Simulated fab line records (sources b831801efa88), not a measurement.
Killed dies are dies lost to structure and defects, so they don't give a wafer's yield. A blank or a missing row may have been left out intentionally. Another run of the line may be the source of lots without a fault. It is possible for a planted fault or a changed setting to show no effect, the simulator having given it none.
fab line records + flow sfqLine
record:
- lots: 15
- wafers: 43
- lastDay: 92
route steps=325 shown I0@44
lots that met no fault: taken from a fault-free run of the same line
startH: hours from the record's opening day to when the first of the lot's shown wafers began + waitH: hours since the lot's step before + " as in the row above + L1.1+2: a single row standing in for several wafers + - no value, or no start given + * or withheld: withheld + < > ~ a bound
route shown NAME@n: a module of which the file shows steps, and the number in the route of the first + usual: mean and standard deviation over wafers with no fault + same: alike in all rows + chamber/n: place in a boat + sites: per-site readings + _std_site: the standard deviation of these + _edge_site: inner sites' mean taken away from outer sites' mean + radiusMm: for every site, how far away it sits from the centre of the wafer + mask NAME#n: copy n + behind: the last tool/chamber to shape the wafer + hold: why the lot was held/for how many hours/how that ended + device: the n, p or np transistor that did not switch + end of line: the same wafers' tests at the end of the route + a step with no rows: only its recipe + killed: count of dies lost to structure and defects at first sort (not the wafer's yield) + map: dies across one wafer; x = killed, . = not, _ = none there
set.NAME: the setting the step ran with; set.NAME@STEP: the setting that earlier step ran with + model.NAME: the simulator's own value behind a step, which no gauge read
steps of the route over a sample of lots; a table a step, a row a wafer
services: a tool's chamber out of use, with start hour (startH, from the record's first day; less than 0 if before it), hours out, and reason
== steps ==
step: SFQ_TRILAYER_I0_CMP_CMP_028
recipe:
- material: SiO2
- downForcePsi: 3
- platenRpm: 60
- padVelocityMS: 0.94248
usual:
- motorCurrentA: 10.5/1.4
- timeToEndpointS: 215/8.2
| lot.wafer | tool   | chamber | startH | waitH | motorCurrentA | timeToEndpointS |
|-----------|--------|---------|--------|-------|---------------|-----------------|
| L506.1    | cmp-02 | 1       | 253.28 | 0.0   | 12.7          | 214             |
| L506.3    | "      | 3       | 254.28 | 1.0   | 10.5          | 208             |
| L506.6    | "      | 2       | 255.78 | 2.5   | 10.2          | 224             |
| L507.4    | cmp-01 | 3       | 255.68 | 0.0   | 10.0          | 227             |
| L507.3    | "      | 0       | "      | "     | 9.5           | 213             |
| L507.2    | "      | 1       | "      | "     | 10.9          | 220             |
| L508.2    | cmp-01 | 3       | 261.00 | 0.5   | 9.0           | 216             |
| L508.3    | "      | 1       | 262.00 | 1.5   | 10.4          | 236             |
| L508.5    | "      | 2       | "      | "     | 9.6           | 241             |
| L509.3    | cmp-02 | 1       | 270.21 | 0.0   | 13.5          | 221             |
| L509.4    | "      | 3       | 271.21 | 1.0   | 10.4          | 211             |
| L509.6    | "      | 2       | 272.71 | 2.5   | 9.8           | 220             |
| L510.2    | cmp-02 | 2       | 288.34 | 1.8   | 10.4          | 209             |
| L510.1    | "      | 3       | "      | "     | 10.0          | 208             |
| L510.5    | "      | 1       | 289.84 | 3.3   | 13.2          | 224             |
| L513.3    | cmp-02 | 1       | 323.22 | 11.5  | 14.3          | 217             |
| L513.2    | "      | 2       | "      | "     | 10.8          | 216             |
| L513.1    | "      | 0       | 324.72 | 13.0  | 8.9           | 225             |
| L514.1    | cmp-02 | 3       | 326.22 | 9.7   | 10.0          | 217             |
| L514.3    | "      | 1       | 327.22 | 10.7  | 13.7          | 210             |
| L515.3    | cmp-01 | 3       | 335.33 | 6.8   | 9.9           | 207             |
| L515.4    | "      | 0       | "      | "     | 9.9           | 214             |
| L515.5    | "      | 3       | 337.33 | 8.8   | 9.9           | 207             |
| L517.2    | cmp-01 | 1       | 350.51 | 6.4   | 11.3          | 220             |
| L517.3    | "      | 3       | 351.51 | 7.4   | 9.3           | 196             |
| L517.6    | "      | 1       | 352.51 | 8.3   | 11.3          | 220             |
| L518.1    | cmp-02 | 3       | 354.63 | 5.5   | 9.9           | 215             |
| L518.3    | "      | 0       | "      | "     | 9.1           | 206             |
| L525.1    | cmp-01 | 1       | 410.18 | 0.0   | 10.9          | 214             |
| L525.4    | "      | 2       | "      | "     | 9.7           | 215             |
| L525.5    | "      | 2       | 412.68 | 2.5   | 10.1          | 216             |
| L526.3    | cmp-02 | 0       | 426.78 | 1.0   | 9.2           | 217             |
| L526.1    | "      | 1       | "      | "     | 14.1          | 226             |
| L526.6    | "      | 2       | "      | "     | 10.2          | 224             |
| L527.4    | cmp-01 | 1       | 432.98 | 0.0   | 11.1          | 218             |
| L527.2    | "      | 2       | "      | "     | 9.6           | 213             |
| L527.3    | "      | 0       | 434.48 | 1.5   | 9.5           | 211             |
| L528.1    | cmp-01 | 1       | 440.30 | 0.0   | 10.4          | 210             |
| L528.3    | "      | 2       | "      | "     | 9.7           | 214             |
| L528.4    | "      | 0       | 441.80 | 1.5   | 10.2          | 202             |
| L529.2    | cmp-02 | 0       | 449.60 | 2.3   | 8.7           | 211             |
| L529.6    | "      | 1       | "      | "     | 13.9          | 227             |
| L529.5    | "      | 2       | "      | "     | 10.1          | 208             |
step: SFQ_TRILAYER_I0_METRO_MEASURE_029
usual:
- thkNm: 199.7/1
| lot.wafer | tool         | chamber | startH | waitH | thkNm |
|-----------|--------------|---------|--------|-------|-------|
| L506.1    | filmMetro-02 | -       | 256.40 | 0.1   | 201.2 |
| L506.3    | "            | -       | "      | "     | 199.8 |
| L506.6    | "            | -       | "      | "     | 201.3 |
| L507.2    | filmMetro-04 | -       | 259.00 | 0.3   | 200.4 |
| L507.3    | "            | -       | "      | "     | 201.7 |
| L507.4    | "            | -       | "      | "     | 198.4 |
| L508.2    | filmMetro-02 | -       | 263.82 | 0.3   | 199.2 |
| L508.3    | "            | -       | "      | "     | 200.5 |
| L508.5    | "            | -       | "      | "     | 201.9 |
| L509.3    | filmMetro-04 | -       | 273.73 | 0.5   | 200.0 |
| L509.4    | "            | -       | "      | "     | 198.9 |
| L509.6    | "            | -       | "      | "     | 199.2 |
| L510.1    | filmMetro-03 | -       | 290.46 | 0.1   | 198.0 |
| L510.2    | "            | -       | "      | "     | 200.7 |
| L510.5    | "            | -       | "      | "     | 201.6 |
| L513.1    | filmMetro-02 | -       | 326.34 | 0.1   | 182.8 |
| L513.2    | "            | -       | "      | "     | 199.5 |
| L513.3    | "            | -       | "      | "     | 199.1 |
| L514.1    | filmMetro-03 | -       | 329.34 | 0.1   | 184.5 |
| L514.3    | "            | -       | "      | "     | 200.7 |
| L515.3    | filmMetro-03 | -       | 338.35 | 0.5   | 199.5 |
| L515.4    | "            | -       | "      | "     | 199.0 |
| L515.5    | "            | -       | "      | "     | 198.5 |
| L517.2    | filmMetro-04 | -       | 353.83 | 0.3   | 199.7 |
| L517.3    | "            | -       | "      | "     | 197.9 |
| L517.6    | "            | -       | "      | "     | 200.3 |
| L518.1    | filmMetro-02 | -       | 356.75 | 0.1   | 183.4 |
| L518.3    | "            | -       | "      | "     | 199.3 |
| L525.1    | filmMetro-04 | -       | 413.30 | 0.1   | 201.7 |
| L525.4    | "            | -       | "      | "     | 202.0 |
| L525.5    | "            | -       | "      | "     | 200.8 |
| L526.1    | filmMetro-04 | -       | 428.90 | 0.1   | 200.6 |
| L526.3    | "            | -       | "      | "     | 200.6 |
| L526.6    | "            | -       | "      | "     | 200.1 |
| L527.2    | filmMetro-02 | -       | 436.30 | 0.3   | 199.8 |
| L527.3    | "            | -       | "      | "     | 199.0 |
| L527.4    | "            | -       | "      | "     | 200.1 |
| L528.1    | filmMetro-03 | -       | 443.42 | 0.1   | 199.6 |
| L528.3    | "            | -       | "      | "     | 198.5 |
| L528.4    | "            | -       | "      | "     | 198.9 |
| L529.2    | filmMetro-04 | -       | 451.42 | 0.3   | 199.9 |
| L529.5    | "            | -       | "      | "     | 200.7 |
| L529.6    | "            | -       | "      | "     | 201.3 |
step: SFQ_TRILAYER_I0_VIA_ETCH_VIA_ETCH_034
recipe:
- target: SiO2
- stopOn: Nb
- maskMaterial: PR
- taperDeg: 20
- chemistry: CHF3
- targetDepthNm: 260
- sourceW: 500
- biasW: 80
- pressureMtorr: 30
- timeS: withheld
usual:
- drypumpMotorCurrentA: 5.5/0.47
- oesProductAu: 0.853/0.0048
| lot.wafer | tool       | chamber | startH | waitH | drypumpMotorCurrentA | oesProductAu |
|-----------|------------|---------|--------|-------|----------------------|--------------|
| L506.1    | rieDiel-04 | 1       | 378.93 | 0.0   | 5.4                  | 0.857        |
| L506.3    | "          | 2       | "      | "     | 5.3                  | 0.860        |
| L506.6    | "          | 1       | "      | "     | 5.4                  | 0.854        |
| L507.2    | rieDiel-01 | 3       | 383.73 | 0.0   | 5.3                  | 0.850        |
| L507.3    | "          | 0       | "      | "     | 5.7                  | 0.857        |
| L507.4    | "          | 2       | "      | "     | 6.8                  | 0.853        |
| L508.2    | rieDiel-02 | 1       | 387.33 | 0.0   | 5.0                  | 0.847        |
| L508.3    | "          | 2       | "      | "     | 5.0                  | 0.854        |
| L508.5    | "          | 2       | "      | "     | 5.0                  | 0.856        |
| L509.3    | rieDiel-04 | 2       | 398.26 | 0.0   | 5.3                  | 0.851        |
| L509.4    | "          | 3       | "      | "     | 6.1                  | 0.851        |
| L509.6    | "          | 1       | "      | "     | 5.3                  | 0.853        |
| L510.1    | rieDiel-02 | 3       | 418.78 | 0.0   | 5.8                  | 0.856        |
| L510.2    | "          | 2       | "      | "     | 5.0                  | 0.855        |
| L510.5    | "          | 1       | "      | "     | 5.0                  | 0.859        |
| L513.1    | rieDiel-01 | 3       | 458.31 | 0.0   | 5.3                  | 0.811        |
| L513.2    | "          | 2       | "      | "     | 6.8                  | 0.859        |
| L513.3    | "          | 1       | "      | "     | 5.5                  | 0.853        |
| L514.1    | rieDiel-04 | 0       | 460.71 | 0.0   | 5.7                  | 0.813        |
| L514.3    | "          | 2       | "      | "     | 5.3                  | 0.857        |
| L515.3    | rieDiel-01 | 0       | 470.75 | 0.0   | 5.6                  | 0.854        |
| L515.4    | "          | 3       | "      | "     | 5.3                  | 0.849        |
| L515.5    | "          | 2       | "      | "     | 6.8                  | 0.852        |
| L517.2    | rieDiel-04 | 2       | 479.15 | 0.0   | 5.3                  | 0.855        |
| L517.3    | "          | 3       | "      | "     | 6.1                  | 0.849        |
| L517.6    | "          | 2       | "      | "     | 5.4                  | 0.864        |
| L518.1    | rieDiel-02 | 0       | 480.35 | 0.0   | 5.5                  | 0.815        |
| L518.3    | "          | 1       | "      | "     | 5.0                  | 0.851        |
| L525.1    | rieDiel-02 | 1       | 488.75 | 0.0   | 5.0                  | 0.860        |
| L525.4    | "          | 1       | "      | "     | 5.0                  | 0.856        |
| L525.5    | "          | 2       | "      | "     | 5.0                  | 0.857        |
| L526.1    | rieDiel-01 | 2       | 489.95 | 0.0   | 6.9                  | 0.852        |
| L526.3    | "          | 1       | "      | "     | 5.5                  | 0.855        |
| L526.6    | "          | 1       | "      | "     | 5.6                  | 0.853        |
| L527.2    | rieDiel-04 | 3       | 491.15 | 0.0   | 6.0                  | 0.860        |
| L527.3    | "          | 1       | "      | "     | 5.3                  | 0.851        |
| L527.4    | "          | 2       | "      | "     | 5.3                  | 0.861        |
| L528.1    | rieDiel-02 | 1       | 492.35 | 0.0   | 5.0                  | 0.854        |
| L528.3    | "          | 3       | "      | "     | 5.8                  | 0.844        |
| L528.4    | "          | 1       | "      | "     | 5.0                  | 0.854        |
| L529.2    | rieDiel-01 | 1       | 493.55 | 0.0   | 5.5                  | 0.853        |
| L529.5    | "          | 2       | "      | "     | 6.8                  | 0.855        |
| L529.6    | "          | 3       | "      | "     | 5.3                  | 0.849        |
== services ==
| tool         | chamber | startH | hours | kind   |
|--------------|---------|--------|-------|--------|
| cmp-01       | -       | 237.03 | 4.0   | pm     |
| cmp-02       | -       | 245.59 | 2.1   | repair |
| rieDiel-01   | 3       | 248.27 | 4.5   | repair |
| filmMetro-04 | -       | 254.06 | 1.8   | pm     |
| rieDiel-01   | 1       | 275.84 | 3.2   | repair |
| rieDiel-02   | -       | 276.77 | 0.5   | repair |
| rieDiel-01   | -       | 295.04 | 1.1   | repair |
| rieDiel-01   | 1       | 296.63 | 8.7   | repair |
| cmp-01       | -       | 305.16 | 11.7  | pm     |
| rieDiel-01   | 1       | 312.29 | 1.4   | repair |
| cmp-02       | -       | 320.67 | 0.6   | repair |
| cmp-01       | -       | 324.94 | 0.2   | repair |
| cmp-02       | -       | 335.22 | 6.2   | pm     |
| filmMetro-04 | -       | 399.45 | 0.7   | pm     |
| rieDiel-01   | 3       | 402.84 | 3.6   | repair |
| cmp-02       | -       | 408.25 | 4.0   | pm     |
| cmp-01       | -       | 414.44 | 1.6   | repair |
| filmMetro-04 | -       | 420.58 | 3.4   | pm     |
| filmMetro-04 | -       | 444.14 | 1.1   | pm     |
| rieDiel-01   | 2       | 445.98 | 4.7   | repair |
| cmp-02       | -       | 457.35 | 3.7   | pm     |
| cmp-02       | -       | 465.88 | 3.4   | repair |
| rieDiel-01   | -       | 465.95 | 0.7   | repair |
| rieDiel-01   | -       | 473.36 | 15.6  | pm     |
== key ==
firstSign:
- step: SFQ_TRILAYER_I0_METRO_MEASURE_029
- reading: thkNm
- direction: down
- sigmas: 16
- usual: 199.7
- struck: 183.6
effect:
- step: SFQ_TRILAYER_I0_VIA_ETCH_VIA_ETCH_034
- reading: oesProductAu
- direction: down
- sigmas: 8.4
- usual: 0.853
- struck: 0.813
metAt SFQ_TRILAYER_I0_CMP_CMP_028
struckLots L513,L514,L518
struckWafers L513.1,L514.1,L518.1
fault:
- kind: processParameterDrift
- tool: cmp-02
- chamber: -
- onsetH: 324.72
- steps: SFQ_TRILAYER_I0_CMP_CMP_028
- channel: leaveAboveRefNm
- offset: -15
- shape: step
- endH: 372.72
- scope: struckWafersOnly
- actsIn: theseRecipesOnly
- stated: 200
